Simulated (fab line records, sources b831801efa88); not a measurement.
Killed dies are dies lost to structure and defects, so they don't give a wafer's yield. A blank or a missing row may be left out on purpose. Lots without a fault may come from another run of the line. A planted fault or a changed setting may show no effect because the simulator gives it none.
Chamber matching | flow sky130 | SKY_VIA2_ETCH_14 on rie_diel-03: 4 sister chambers
The step etches BARC in N2/H2, stops on SiO2, time 45.9 s, target depth 60 nm. 8 wafers are shown with their chamber, then 9 later ones without.

WAFERS WITH THEIR CHAMBER
wafer  | chamber | throttle_valve_pct (%) | oes_product_au (a.u.)
L077.4 | 1       | 13.237                 | 0.860
L085.2 | 3       | 13.210                 | 0.851
L088.2 | 0       | 13.238                 | 0.856
L088.3 | 2       | 13.228                 | 0.851
L088.5 | 0       | 13.205                 | 0.859
L090.1 | 2       | 13.226                 | 0.849
L090.2 | 3       | 13.221                 | 0.853
L090.3 | 1       | 13.230                 | 0.857

WAFERS WITHOUT THEIR CHAMBER
wafer  | throttle_valve_pct (%) | oes_product_au (a.u.)
L091.4 | 13.234                 | 0.853
L091.5 | 13.236                 | 0.853
L091.6 | 13.234                 | 0.854
L096.3 | 13.220                 | 0.860
L096.4 | 13.228                 | 0.851
L096.5 | 13.197                 | 0.860
L097.1 | 13.223                 | 0.855
L097.3 | 13.233                 | 0.857
L097.5 | 13.228                 | 0.851

WHICH CHAMBER EACH WENT THROUGH
wafer  | from the rows above               | in truth
L091.4 | can't be placed: 3 or 2 or 0 or 1 | 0
L091.5 | can't be placed: 3 or 2 or 0 or 1 | 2
L091.6 | can't be placed: 3 or 0 or 2 or 1 | 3
L096.3 | can't be placed: 1 or 0           | 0
L096.4 | can't be placed: 2 or 3           | 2
L096.5 | can't be placed: 0 or 1           | 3
L097.1 | can't be placed: 0 or 3 or 1 or 2 | 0
L097.3 | can't be placed: 1 or 0           | 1
L097.5 | can't be placed: 2 or 3           | 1
Placed correctly: 0 of 9. Can't be placed from these rows: 9 (the true chamber is among the candidates in 7). Placed wrongly: 0.
How it was worked out, from the rows above alone: a wafer's distance from a chamber is the root of the sum, over the readings, of the square of ((its reading less the chamber's mean) divided by the reading's scatter). The wafer belongs to the nearest chamber; if the next one is less than 2 further off, it can't be placed. A chamber's mean is the mean of its shown wafers. The scatter: the root of (the sum of the squares of (reading less its chamber's mean) over the shown wafers, divided by (wafers less chambers)).
